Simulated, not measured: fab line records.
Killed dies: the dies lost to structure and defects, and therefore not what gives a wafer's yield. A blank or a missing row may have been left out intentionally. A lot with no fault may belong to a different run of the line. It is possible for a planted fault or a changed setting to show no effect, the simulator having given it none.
fab line records || flow sky130 || part 2 of 2: steps 29 to 29 of 29
record: {"lots": 7, "wafers": 21, "last-day": 50}
route steps=708 shown SONOS_ONO@176 GATE_OXIDE@187 POLY_GATE@204 PAD_OPEN@708
lots with no fault: from the same line, run without faults
start-h: start of the lot's first displayed wafer, in hours after the record's first day || wait-h: hours from the lot's prior step to this one || " repeats the value in the row above || L1.1+2: several wafers, shown together as one row || - no value present, or no start provided || * or withheld: withheld || < > ~ a bound
route shown NAME@n: a module of which the file shows steps, and the number in the route of the first || usual: average and standard deviation across the fault-free wafers || same: alike in all rows || chamber/n: place in a boat || sites: per-site readings || _std_site: how widely they spread, as a standard deviation || _edge_site: the outer-site mean with the inner-site mean subtracted || radius-mm: how far each site lies from the wafer's centre || mask NAME#n: copy n || behind: the most recent tool/chamber to have shaped the wafer || hold: what put the lot on hold/how long, in hours/how the hold closed || device: names the non-switching transistor (n, p or np) || end of line: tests run on the same wafers once the route is complete || where a step has no rows: the recipe by itself || killed: count of dies lost to structure and defects at first sort (not the wafer's yield) || map: shows each die of a wafer: x if killed, . if not, _ if none is there
set.NAME: setting as actually run; set.NAME@STEP: the setting as run at that earlier step || model.NAME: the simulator's own value behind a step, which no gauge read
certain route steps with their lots: each step a table, each wafer a row
services: when a tool's chamber went out of use (start-h, in hours from the record's first day, below 0 if earlier), for how many hours, and the reason
== steps ==
step: SKY_PAD_OPEN_PROBE_99
usual: {"killed_at_M0_to_M3": "43/6.4", "killed_at_M4_up": "3.1/2", "killed-at-contacts": "24/5.2", "killed-at-front-end": "15/4.3", "killed-at-other": "0.2/0.48", "killed-dies": "85/9.7", "killed-open": "47/6.9", "killed-short": "38/6.7"}
same: {"gross-dies": 492, "killed-at-back-side": 0}
{"lot.wafer": "L319.1", "tool": "prober-02", "chamber": "-", "start-h": 1110.15, "wait-h": 0.1, "killed_at_M0_to_M3": 42, "killed_at_M4_up": 1, "killed-at-contacts": 27, "killed-at-front-end": 20, "killed-at-other": 0, "killed-dies": 90, "killed-open": 49, "killed-short": 41, "model.etest.nfet_16v.r-on-ohm-um": 1.346e+04, "model.etest.tip-sonos.rs-ohm-sq": 2614, "model.etest.pfet-g5v0d10v5.r-on-ohm-um": 4681, "model.etest.nfet-g5v0d10v5.r-on-ohm-um": 1847, "model.etest.nfet-g5v0d10v5.drive-ua-um": 629, "model.etest.nfet_05v0_nvt.drive-ua-um": 599.3, "model.etest.pfet-g5v0d10v5.drive-ua-um": 346.3, "model.etest.nfet_16v.drive-ua-um": 234.2}
{"lot.wafer": "L319.2", "tool": "prober-02", "chamber": "-", "start-h": 1110.20, "wait-h": 0.1, "killed_at_M0_to_M3": 34, "killed_at_M4_up": 3, "killed-at-contacts": 23, "killed-at-front-end": 12, "killed-at-other": 0, "killed-dies": 72, "killed-open": 42, "killed-short": 30, "model.etest.nfet_16v.r-on-ohm-um": 1.362e+04, "model.etest.tip-sonos.rs-ohm-sq": 2607, "model.etest.pfet-g5v0d10v5.r-on-ohm-um": 4712, "model.etest.nfet-g5v0d10v5.r-on-ohm-um": 1849, "model.etest.nfet-g5v0d10v5.drive-ua-um": 620.3, "model.etest.nfet_05v0_nvt.drive-ua-um": 599.1, "model.etest.pfet-g5v0d10v5.drive-ua-um": 345.4, "model.etest.nfet_16v.drive-ua-um": 233.9}
{"lot.wafer": "L319.5", "tool": "prober-02", "chamber": "-", "start-h": 1110.35, "wait-h": 0.2, "killed_at_M0_to_M3": 45, "killed_at_M4_up": 3, "killed-at-contacts": 26, "killed-at-front-end": 17, "killed-at-other": 0, "killed-dies": 91, "killed-open": 50, "killed-short": 41, "model.etest.nfet_16v.r-on-ohm-um": 1.374e+04, "model.etest.tip-sonos.rs-ohm-sq": 2625, "model.etest.pfet-g5v0d10v5.r-on-ohm-um": 4738, "model.etest.nfet-g5v0d10v5.r-on-ohm-um": 1870, "model.etest.nfet-g5v0d10v5.drive-ua-um": 616.7, "model.etest.nfet_05v0_nvt.drive-ua-um": 593, "model.etest.pfet-g5v0d10v5.drive-ua-um": 342.9, "model.etest.nfet_16v.drive-ua-um": 232.9}
{"lot.wafer": "L321.2", "tool": "prober-02", "chamber": "-", "start-h": 1118.69, "wait-h": 0.1, "killed_at_M0_to_M3": 52, "killed_at_M4_up": 4, "killed-at-contacts": 18, "killed-at-front-end": 16, "killed-at-other": 0, "killed-dies": 90, "killed-open": 56, "killed-short": 34, "model.etest.nfet_16v.r-on-ohm-um": 1.434e+04, "model.etest.tip-sonos.rs-ohm-sq": 2735, "model.etest.pfet-g5v0d10v5.r-on-ohm-um": 4826, "model.etest.nfet-g5v0d10v5.r-on-ohm-um": 1886, "model.etest.nfet-g5v0d10v5.drive-ua-um": 597.1, "model.etest.nfet_05v0_nvt.drive-ua-um": 561.9, "model.etest.pfet-g5v0d10v5.drive-ua-um": 335.6, "model.etest.nfet_16v.drive-ua-um": 215.3}
{"lot.wafer": "L321.3", "tool": "prober-02", "chamber": "-", "start-h": 1118.74, "wait-h": 0.2, "killed_at_M0_to_M3": 44, "killed_at_M4_up": 2, "killed-at-contacts": 24, "killed-at-front-end": 27, "killed-at-other": 0, "killed-dies": 97, "killed-open": 61, "killed-short": 36, "model.etest.nfet_16v.r-on-ohm-um": 1.43e+04, "model.etest.tip-sonos.rs-ohm-sq": 2707, "model.etest.pfet-g5v0d10v5.r-on-ohm-um": 4778, "model.etest.nfet-g5v0d10v5.r-on-ohm-um": 1887, "model.etest.nfet-g5v0d10v5.drive-ua-um": 601.2, "model.etest.nfet_05v0_nvt.drive-ua-um": 567.6, "model.etest.pfet-g5v0d10v5.drive-ua-um": 337.3, "model.etest.nfet_16v.drive-ua-um": 217.3}
{"lot.wafer": "L321.5", "tool": "prober-02", "chamber": "-", "start-h": 1118.84, "wait-h": 0.2, "killed_at_M0_to_M3": 47, "killed_at_M4_up": 3, "killed-at-contacts": 25, "killed-at-front-end": 8, "killed-at-other": 0, "killed-dies": 83, "killed-open": 43, "killed-short": 40, "model.etest.nfet_16v.r-on-ohm-um": 1.444e+04, "model.etest.tip-sonos.rs-ohm-sq": 2750, "model.etest.pfet-g5v0d10v5.r-on-ohm-um": 4818, "model.etest.nfet-g5v0d10v5.r-on-ohm-um": 1892, "model.etest.nfet-g5v0d10v5.drive-ua-um": 591.2, "model.etest.nfet_05v0_nvt.drive-ua-um": 564.6, "model.etest.pfet-g5v0d10v5.drive-ua-um": 337, "model.etest.nfet_16v.drive-ua-um": 213.7}
{"lot.wafer": "L329.3", "tool": "prober-02", "chamber": "-", "start-h": 1163.93, "wait-h": 0.2, "killed_at_M0_to_M3": 34, "killed_at_M4_up": 4, "killed-at-contacts": 21, "killed-at-front-end": 15, "killed-at-other": 0, "killed-dies": 74, "killed-open": 51, "killed-short": 23, "model.etest.nfet_16v.r-on-ohm-um": 1.38e+04, "model.etest.tip-sonos.rs-ohm-sq": 2494, "model.etest.pfet-g5v0d10v5.r-on-ohm-um": 4530, "model.etest.nfet-g5v0d10v5.r-on-ohm-um": 1783, "model.etest.nfet-g5v0d10v5.drive-ua-um": 660.4, "model.etest.nfet_05v0_nvt.drive-ua-um": 626.7, "model.etest.pfet-g5v0d10v5.drive-ua-um": 368.6, "model.etest.nfet_16v.drive-ua-um": 241.5}
{"lot.wafer": "L329.4", "tool": "prober-02", "chamber": "-", "start-h": 1163.98, "wait-h": 0.2, "killed_at_M0_to_M3": 43, "killed_at_M4_up": 6, "killed-at-contacts": 24, "killed-at-front-end": 10, "killed-at-other": 0, "killed-dies": 83, "killed-open": 43, "killed-short": 40, "model.etest.nfet_16v.r-on-ohm-um": 1.382e+04, "model.etest.tip-sonos.rs-ohm-sq": 2534, "model.etest.pfet-g5v0d10v5.r-on-ohm-um": 4577, "model.etest.nfet-g5v0d10v5.r-on-ohm-um": 1818, "model.etest.nfet-g5v0d10v5.drive-ua-um": 646.1, "model.etest.nfet_05v0_nvt.drive-ua-um": 612.6, "model.etest.pfet-g5v0d10v5.drive-ua-um": 360.6, "model.etest.nfet_16v.drive-ua-um": 237.3}
{"lot.wafer": "L329.6", "tool": "prober-02", "chamber": "-", "start-h": 1164.08, "wait-h": 0.2, "killed_at_M0_to_M3": 51, "killed_at_M4_up": 2, "killed-at-contacts": 24, "killed-at-front-end": 10, "killed-at-other": 0, "killed-dies": 87, "killed-open": 50, "killed-short": 37, "model.etest.nfet_16v.r-on-ohm-um": 1.383e+04, "model.etest.tip-sonos.rs-ohm-sq": 2518, "model.etest.pfet-g5v0d10v5.r-on-ohm-um": 4546, "model.etest.nfet-g5v0d10v5.r-on-ohm-um": 1822, "model.etest.nfet-g5v0d10v5.drive-ua-um": 642.6, "model.etest.nfet_05v0_nvt.drive-ua-um": 613.5, "model.etest.pfet-g5v0d10v5.drive-ua-um": 360.2, "model.etest.nfet_16v.drive-ua-um": 235.6}
{"lot.wafer": "L330.1", "tool": "prober-01", "chamber": "-", "start-h": 1165.54, "wait-h": 0.1, "killed_at_M0_to_M3": 39, "killed_at_M4_up": 3, "killed-at-contacts": 25, "killed-at-front-end": 13, "killed-at-other": 0, "killed-dies": 80, "killed-open": 48, "killed-short": 32, "model.etest.nfet_16v.r-on-ohm-um": 1.345e+04, "model.etest.tip-sonos.rs-ohm-sq": 2610, "model.etest.pfet-g5v0d10v5.r-on-ohm-um": 4638, "model.etest.nfet-g5v0d10v5.r-on-ohm-um": 1818, "model.etest.nfet-g5v0d10v5.drive-ua-um": 637.1, "model.etest.nfet_05v0_nvt.drive-ua-um": 603.1, "model.etest.pfet-g5v0d10v5.drive-ua-um": 352.8, "model.etest.nfet_16v.drive-ua-um": 238}
{"lot.wafer": "L330.2", "tool": "prober-01", "chamber": "-", "start-h": 1165.59, "wait-h": 0.1, "killed_at_M0_to_M3": 50, "killed_at_M4_up": 4, "killed-at-contacts": 29, "killed-at-front-end": 14, "killed-at-other": 0, "killed-dies": 97, "killed-open": 48, "killed-short": 49, "model.etest.nfet_16v.r-on-ohm-um": 1.335e+04, "model.etest.tip-sonos.rs-ohm-sq": 2587, "model.etest.pfet-g5v0d10v5.r-on-ohm-um": 4668, "model.etest.nfet-g5v0d10v5.r-on-ohm-um": 1846, "model.etest.nfet-g5v0d10v5.drive-ua-um": 627.5, "model.etest.nfet_05v0_nvt.drive-ua-um": 599.9, "model.etest.pfet-g5v0d10v5.drive-ua-um": 353.4, "model.etest.nfet_16v.drive-ua-um": 237.1}
{"lot.wafer": "L330.3", "tool": "prober-01", "chamber": "-", "start-h": 1165.64, "wait-h": 0.2, "killed_at_M0_to_M3": 49, "killed_at_M4_up": 1, "killed-at-contacts": 17, "killed-at-front-end": 21, "killed-at-other": 1, "killed-dies": 89, "killed-open": 43, "killed-short": 46, "model.etest.nfet_16v.r-on-ohm-um": 1.356e+04, "model.etest.tip-sonos.rs-ohm-sq": 2615, "model.etest.pfet-g5v0d10v5.r-on-ohm-um": 4584, "model.etest.nfet-g5v0d10v5.r-on-ohm-um": 1826, "model.etest.nfet-g5v0d10v5.drive-ua-um": 631.2, "model.etest.nfet_05v0_nvt.drive-ua-um": 600.6, "model.etest.pfet-g5v0d10v5.drive-ua-um": 353, "model.etest.nfet_16v.drive-ua-um": 233.8}
{"lot.wafer": "L331.1", "tool": "prober-02", "chamber": "-", "start-h": 1174.58, "wait-h": 0.1, "killed_at_M0_to_M3": 35, "killed_at_M4_up": 1, "killed-at-contacts": 22, "killed-at-front-end": 19, "killed-at-other": 1, "killed-dies": 78, "killed-open": 40, "killed-short": 38, "model.etest.nfet_16v.r-on-ohm-um": 1.357e+04, "model.etest.tip-sonos.rs-ohm-sq": 2530, "model.etest.pfet-g5v0d10v5.r-on-ohm-um": 4600, "model.etest.nfet-g5v0d10v5.r-on-ohm-um": 1798, "model.etest.nfet-g5v0d10v5.drive-ua-um": 656.2, "model.etest.nfet_05v0_nvt.drive-ua-um": 619.2, "model.etest.pfet-g5v0d10v5.drive-ua-um": 358.4, "model.etest.nfet_16v.drive-ua-um": 242.5}
{"lot.wafer": "L331.2", "tool": "prober-02", "chamber": "-", "start-h": 1174.63, "wait-h": 0.1, "killed_at_M0_to_M3": 42, "killed_at_M4_up": 3, "killed-at-contacts": 30, "killed-at-front-end": 11, "killed-at-other": 1, "killed-dies": 87, "killed-open": 48, "killed-short": 38, "model.etest.nfet_16v.r-on-ohm-um": 1.36e+04, "model.etest.tip-sonos.rs-ohm-sq": 2543, "model.etest.pfet-g5v0d10v5.r-on-ohm-um": 4528, "model.etest.nfet-g5v0d10v5.r-on-ohm-um": 1782, "model.etest.nfet-g5v0d10v5.drive-ua-um": 655.3, "model.etest.nfet_05v0_nvt.drive-ua-um": 618, "model.etest.pfet-g5v0d10v5.drive-ua-um": 363.7, "model.etest.nfet_16v.drive-ua-um": 238.9}
{"lot.wafer": "L331.6", "tool": "prober-02", "chamber": "-", "start-h": 1174.83, "wait-h": 0.2, "killed_at_M0_to_M3": 29, "killed_at_M4_up": 0, "killed-at-contacts": 25, "killed-at-front-end": 12, "killed-at-other": 0, "killed-dies": 66, "killed-open": 42, "killed-short": 24, "model.etest.nfet_16v.r-on-ohm-um": 1.367e+04, "model.etest.tip-sonos.rs-ohm-sq": 2574, "model.etest.pfet-g5v0d10v5.r-on-ohm-um": 4530, "model.etest.nfet-g5v0d10v5.r-on-ohm-um": 1807, "model.etest.nfet-g5v0d10v5.drive-ua-um": 649.5, "model.etest.nfet_05v0_nvt.drive-ua-um": 607.1, "model.etest.pfet-g5v0d10v5.drive-ua-um": 363, "model.etest.nfet_16v.drive-ua-um": 236.1}
{"lot.wafer": "L336.2", "tool": "prober-01", "chamber": "-", "start-h": 1204.58, "wait-h": 0.1, "killed_at_M0_to_M3": 33, "killed_at_M4_up": 2, "killed-at-contacts": 18, "killed-at-front-end": 11, "killed-at-other": 0, "killed-dies": 64, "killed-open": 38, "killed-short": 26, "model.etest.nfet_16v.r-on-ohm-um": 1.413e+04, "model.etest.tip-sonos.rs-ohm-sq": 2588, "model.etest.pfet-g5v0d10v5.r-on-ohm-um": 4696, "model.etest.nfet-g5v0d10v5.r-on-ohm-um": 1855, "model.etest.nfet-g5v0d10v5.drive-ua-um": 613.1, "model.etest.nfet_05v0_nvt.drive-ua-um": 580.5, "model.etest.pfet-g5v0d10v5.drive-ua-um": 350.6, "model.etest.nfet_16v.drive-ua-um": 223.9}
{"lot.wafer": "L336.4", "tool": "prober-01", "chamber": "-", "start-h": 1204.68, "wait-h": 0.2, "killed_at_M0_to_M3": 46, "killed_at_M4_up": 5, "killed-at-contacts": 21, "killed-at-front-end": 20, "killed-at-other": 0, "killed-dies": 92, "killed-open": 49, "killed-short": 43, "model.etest.nfet_16v.r-on-ohm-um": 1.413e+04, "model.etest.tip-sonos.rs-ohm-sq": 2600, "model.etest.pfet-g5v0d10v5.r-on-ohm-um": 4578, "model.etest.nfet-g5v0d10v5.r-on-ohm-um": 1870, "model.etest.nfet-g5v0d10v5.drive-ua-um": 611.5, "model.etest.nfet_05v0_nvt.drive-ua-um": 579.2, "model.etest.pfet-g5v0d10v5.drive-ua-um": 358, "model.etest.nfet_16v.drive-ua-um": 224.2}
{"lot.wafer": "L336.5", "tool": "prober-01", "chamber": "-", "start-h": 1204.73, "wait-h": 0.2, "killed_at_M0_to_M3": 36, "killed_at_M4_up": 4, "killed-at-contacts": 24, "killed-at-front-end": 7, "killed-at-other": 0, "killed-dies": 71, "killed-open": 40, "killed-short": 31, "model.etest.nfet_16v.r-on-ohm-um": 1.429e+04, "model.etest.tip-sonos.rs-ohm-sq": 2603, "model.etest.pfet-g5v0d10v5.r-on-ohm-um": 4695, "model.etest.nfet-g5v0d10v5.r-on-ohm-um": 1878, "model.etest.nfet-g5v0d10v5.drive-ua-um": 606.1, "model.etest.nfet_05v0_nvt.drive-ua-um": 580, "model.etest.pfet-g5v0d10v5.drive-ua-um": 347.1, "model.etest.nfet_16v.drive-ua-um": 221.6}
{"lot.wafer": "L337.1", "tool": "prober-02", "chamber": "-", "start-h": 1207.36, "wait-h": 0.1, "killed_at_M0_to_M3": 45, "killed_at_M4_up": 3, "killed-at-contacts": 33, "killed-at-front-end": 21, "killed-at-other": 0, "killed-dies": 102, "killed-open": 60, "killed-short": 42, "model.etest.nfet_16v.r-on-ohm-um": 1.41e+04, "model.etest.tip-sonos.rs-ohm-sq": 2718, "model.etest.pfet-g5v0d10v5.r-on-ohm-um": 4731, "model.etest.nfet-g5v0d10v5.r-on-ohm-um": 1885, "model.etest.nfet-g5v0d10v5.drive-ua-um": 607.1, "model.etest.nfet_05v0_nvt.drive-ua-um": 580, "model.etest.pfet-g5v0d10v5.drive-ua-um": 346, "model.etest.nfet_16v.drive-ua-um": 222.6}
{"lot.wafer": "L337.4", "tool": "prober-02", "chamber": "-", "start-h": 1207.51, "wait-h": 0.2, "killed_at_M0_to_M3": 39, "killed_at_M4_up": 2, "killed-at-contacts": 35, "killed-at-front-end": 13, "killed-at-other": 0, "killed-dies": 89, "killed-open": 51, "killed-short": 38, "model.etest.nfet_16v.r-on-ohm-um": 1.414e+04, "model.etest.tip-sonos.rs-ohm-sq": 2781, "model.etest.pfet-g5v0d10v5.r-on-ohm-um": 4713, "model.etest.nfet-g5v0d10v5.r-on-ohm-um": 1882, "model.etest.nfet-g5v0d10v5.drive-ua-um": 601.1, "model.etest.nfet_05v0_nvt.drive-ua-um": 566.4, "model.etest.pfet-g5v0d10v5.drive-ua-um": 343.4, "model.etest.nfet_16v.drive-ua-um": 216.4}
{"lot.wafer": "L337.5", "tool": "prober-02", "chamber": "-", "start-h": 1207.56, "wait-h": 0.2, "killed_at_M0_to_M3": 48, "killed_at_M4_up": 3, "killed-at-contacts": 24, "killed-at-front-end": 12, "killed-at-other": 1, "killed-dies": 88, "killed-open": 49, "killed-short": 39, "model.etest.nfet_16v.r-on-ohm-um": 1.412e+04, "model.etest.tip-sonos.rs-ohm-sq": 2761, "model.etest.pfet-g5v0d10v5.r-on-ohm-um": 4792, "model.etest.nfet-g5v0d10v5.r-on-ohm-um": 1893, "model.etest.nfet-g5v0d10v5.drive-ua-um": 599.8, "model.etest.nfet_05v0_nvt.drive-ua-um": 574.5, "model.etest.pfet-g5v0d10v5.drive-ua-um": 341.6, "model.etest.nfet_16v.drive-ua-um": 219.6}
killed by level:class
L319.1 VIA1:geometric-particle:open=9 CONTACT:geometric-particle:open=8 VIA3:geometric-particle:open=8 POLY_GATE:geometric-particle:open=6 LI_CONTACT:geometric-particle:short=6 CONTACT:geometric-particle:short=6 LI_CONTACT:geometric-particle:open=5 VIA2:geometric-particle:open=5
L319.2 VIA1:geometric-particle:open=11 CONTACT:geometric-particle:open=10 VIA1:geometric-particle:short=5 FIELD_ISO:geometric-particle:open=4 FIELD_ISO:geometric-particle:short=4 LI_CONTACT:geometric-particle:open=4 LOCAL_INTERCONNECT:geometric-particle:short=3 CONTACT:geometric-particle:short=3
L319.5 VIA2:geometric-particle:open=10 CONTACT:geometric-particle:open=10 LI_CONTACT:geometric-particle:open=8 VIA1:geometric-particle:open=7 VIA3:geometric-particle:open=6 POLY_GATE:geometric-particle:short=5 VIA1:geometric-particle:short=5 CONTACT:geometric-particle:short=5
L321.2 VIA1:geometric-particle:open=14 CONTACT:geometric-particle:open=10 VIA1:geometric-particle:short=8 VIA3:geometric-particle:open=7 VIA2:geometric-particle:open=6 POLY_GATE:geometric-particle:short=4 VIA2:geometric-particle:short=4 FIELD_ISO:geometric-particle:open=3
L321.3 VIA1:geometric-particle:open=15 CONTACT:geometric-particle:open=9 LI_CONTACT:geometric-particle:open=8 POLY_GATE:geometric-particle:short=7 VIA3:geometric-particle:open=7 FIELD_ISO:geometric-particle:open=6 POLY_GATE:geometric-particle:open=6 FIELD_ISO:geometric-particle:short=5
L321.5 CONTACT:geometric-particle:open=13 VIA2:geometric-particle:open=9 VIA3:geometric-particle:open=8 VIA1:geometric-particle:open=7 METAL2:geometric-particle:short=5 METAL1:geometric-particle:short=5 FIELD_ISO:geometric-particle:short=4 VIA1:geometric-particle:short=4
L329.3 VIA1:geometric-particle:open=14 CONTACT:geometric-particle:open=11 SPACER:geometric-particle:open=5 LI_CONTACT:geometric-particle:open=4 POLY_GATE:geometric-particle:open=4 CONTACT:geometric-particle:short=4 METAL1:geometric-particle:short=4 VIA3:geometric-particle:open=4
L329.4 VIA1:geometric-particle:open=10 CONTACT:geometric-particle:open=8 LI_CONTACT:geometric-particle:open=7 VIA2:geometric-particle:open=6 METAL2:geometric-particle:short=5 CONTACT:geometric-particle:short=5 METAL1:geometric-particle:short=5 VIA3:geometric-particle:short=5
L329.6 VIA1:geometric-particle:open=13 METAL2:geometric-particle:short=8 CONTACT:geometric-particle:open=8 LI_CONTACT:geometric-particle:open=7 VIA2:geometric-particle:short=7 VIA3:geometric-particle:open=7 VIA2:geometric-particle:open=5 POLY_GATE:geometric-particle:short=4
L330.1 VIA1:geometric-particle:open=10 LI_CONTACT:geometric-particle:open=8 CONTACT:geometric-particle:open=8 METAL2:geometric-particle:short=7 POLY_GATE:geometric-particle:open=5 LOCAL_INTERCONNECT:geometric-particle:short=5 VIA3:geometric-particle:open=5 METAL1:geometric-particle:short=4
L330.2 VIA1:geometric-particle:open=11 CONTACT:geometric-particle:open=10 METAL1:geometric-particle:short=6 LI_CONTACT:geometric-particle:open=6 CONTACT:geometric-particle:short=6 VIA1:geometric-particle:short=6 METAL3:geometric-particle:short=5 VIA3:geometric-particle:open=5
L330.3 METAL1:geometric-particle:short=10 LI_CONTACT:geometric-particle:open=7 FIELD_ISO:geometric-particle:open=6 VIA2:geometric-particle:open=6 FIELD_ISO:geometric-particle:short=5 VIA1:geometric-particle:open=5 VIA3:geometric-particle:short=5 POLY_GATE:geometric-particle:open=4
L331.1 VIA1:geometric-particle:open=11 CONTACT:geometric-particle:open=8 POLY_GATE:geometric-particle:short=7 LI_CONTACT:geometric-particle:open=6 METAL1:geometric-particle:short=5 FIELD_ISO:geometric-particle:open=4 VIA3:geometric-particle:open=4 LI_CONTACT:geometric-particle:short=3
L331.2 LI_CONTACT:geometric-particle:open=14 VIA1:geometric-particle:open=10 VIA2:geometric-particle:open=7 CONTACT:geometric-particle:open=6 METAL2:geometric-particle:short=6 METAL1:geometric-particle:short=5 LOCAL_INTERCONNECT:geometric-particle:short=4 CONTACT:geometric-particle:short=4
L331.6 LI_CONTACT:geometric-particle:open=11 VIA1:geometric-particle:open=7 METAL1:geometric-particle:short=6 VIA3:geometric-particle:open=6 POLY_GATE:geometric-particle:short=5 LOCAL_INTERCONNECT:geometric-particle:short=5 CONTACT:geometric-particle:open=5 VIA2:geometric-particle:open=5
L336.2 CONTACT:geometric-particle:open=9 VIA1:geometric-particle:short=7 VIA1:geometric-particle:open=7 POLY_GATE:geometric-particle:open=4 LI_CONTACT:geometric-particle:open=4 VIA3:geometric-particle:short=4 VIA3:geometric-particle:open=4 METAL2:geometric-particle:short=3
L336.4 VIA1:geometric-particle:open=13 VIA3:geometric-particle:open=11 CONTACT:geometric-particle:open=7 POLY_GATE:geometric-particle:short=5 METAL4:geometric-particle:short=4 VIA3:geometric-particle:short=4 LI_CONTACT:geometric-particle:open=4 VIA1:geometric-particle:short=4
L336.5 CONTACT:geometric-particle:open=7 VIA1:geometric-particle:open=7 VIA3:geometric-particle:open=7 POLY_GATE:geometric-particle:open=6 VIA2:geometric-particle:open=6 LI_CONTACT:geometric-particle:open=5 LOCAL_INTERCONNECT:geometric-particle:short=5 CONTACT:geometric-particle:short=4
L337.1 LI_CONTACT:geometric-particle:open=13 CONTACT:geometric-particle:open=12 VIA1:geometric-particle:open=11 POLY_GATE:geometric-particle:open=8 VIA1:geometric-particle:short=7 FIELD_ISO:geometric-particle:short=6 VIA2:geometric-particle:open=6 VIA3:geometric-particle:open=6
L337.4 CONTACT:geometric-particle:open=11 LI_CONTACT:geometric-particle:open=9 CONTACT:geometric-particle:short=9 VIA1:geometric-particle:open=9 VIA2:geometric-particle:open=7 METAL2:geometric-particle:short=5 VIA3:geometric-particle:open=5 FIELD_ISO:geometric-particle:open=4
L337.5 VIA3:geometric-particle:open=10 VIA2:geometric-particle:open=9 LI_CONTACT:geometric-particle:open=7 CONTACT:geometric-particle:open=7 VIA1:geometric-particle:open=6 METAL1:geometric-particle:short=5 VIA1:geometric-particle:short=5 FIELD_ISO:geometric-particle:open=4
== services ==
{"tool": "furnace-01", "chamber": "-", "start-h": 311.86, "hours": 3.1, "kind": "pm"}
{"tool": "plasma-asher-03", "chamber": "-", "start-h": 318.52, "hours": 3.3, "kind": "repair"}
{"tool": "rie-diel-03", "chamber": 2, "start-h": 321.71, "hours": 5.3, "kind": "repair"}
{"tool": "rie-diel-03", "chamber": 2, "start-h": 336.38, "hours": 14.3, "kind": "repair"}
{"tool": "furnace-01", "chamber": "-", "start-h": 354.39, "hours": 4.7, "kind": "pm"}
{"tool": "rie-diel-01", "chamber": 0, "start-h": 372.36, "hours": 3.3, "kind": "repair"}
{"tool": "furnace-02", "chamber": "-", "start-h": 397.88, "hours": 3.1, "kind": "pm"}
{"tool": "plasma-asher-03", "chamber": "-", "start-h": 421.25, "hours": 9.0, "kind": "pm"}
{"tool": "plasma-asher-03", "chamber": 0, "start-h": 421.25, "hours": 9.0, "kind": "vent-cycle"}
{"tool": "plasma-asher-03", "chamber": 1, "start-h": 421.25, "hours": 9.0, "kind": "vent-cycle"}
{"tool": "rie-diel-03", "chamber": 2, "start-h": 423.84, "hours": 5.1, "kind": "repair"}
{"tool": "furnace-01", "chamber": "-", "start-h": 424.21, "hours": 2.5, "kind": "pm"}
{"tool": "plasma-asher-03", "chamber": 0, "start-h": 430.25, "hours": "-", "kind": "clean"}
{"tool": "plasma-asher-03", "chamber": 1, "start-h": 430.25, "hours": "-", "kind": "clean"}
{"tool": "furnace-02", "chamber": "-", "start-h": 439.58, "hours": 3.9, "kind": "pm"}
{"tool": "furnace-01", "chamber": "-", "start-h": 506.33, "hours": 8.5, "kind": "repair"}
{"tool": "plasma-asher-03", "chamber": "-", "start-h": 509.29, "hours": 15.6, "kind": "pm"}
== key ==
first-sign: {"step": "SKY_GATE_OXIDE_THK_MEAS_02", "reading": "visit", "direction": "added"}
effect: {"step": "SKY_GATE_OXIDE_THK_MEAS_02", "reading": "GATE_OXIDE_OXIDATION_00_THK", "direction": "down", "sigmas": 3.4, "usual": 10.34, "struck": 9.54}
effect: {"step": "SKY_GATE_OXIDE_TW_MEAS_14", "reading": "visit", "direction": "added"}
model-effect: {"step": "SKY_GATE_OXIDE_OXIDATION_01", "value": "SiO2_of_GATE_OXIDE_OXIDATION_01.thk-nm", "without": 10.42, "struck": 9.543}
model-effect: {"step": "SKY_GATE_OXIDE_OXIDATION_16", "value": "SiO2_of_GATE_OXIDE_OXIDATION_01.thk-nm", "without": 11.78, "struck": 10.97}
model-effect: {"step": "SKY_PAD_OPEN_PROBE_99", "value": "etest.nfet_16v.r-on-ohm-um", "without": 1.406e+04, "struck": 1.363e+04}
met-at SKY_GATE_OXIDE_OXIDATION_01
struck-wafers L329.3,L329.4,L329.6,L330.1,L330.2,L330.3,L331.1,L331.2,L331.6
tester-left-out L329,L330,L331
fault: {"kind": "process-parameter-drift", "tool": "furnace-01", "chamber": "-", "onset-h": 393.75, "steps": "SKY_GATE_OXIDE_OXIDATION_01", "channel": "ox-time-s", "offset": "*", "shape": "step", "end-h": 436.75, "acts-in": "*", "stated": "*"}
tester-left-out: of these lots the tester's yield and bins aren't shown, on N5 and GAA mostly nor the transistor test; their killed dies are dies lost to structure and defects alone, not to doping, threshold or leakage, so they don't give the yield
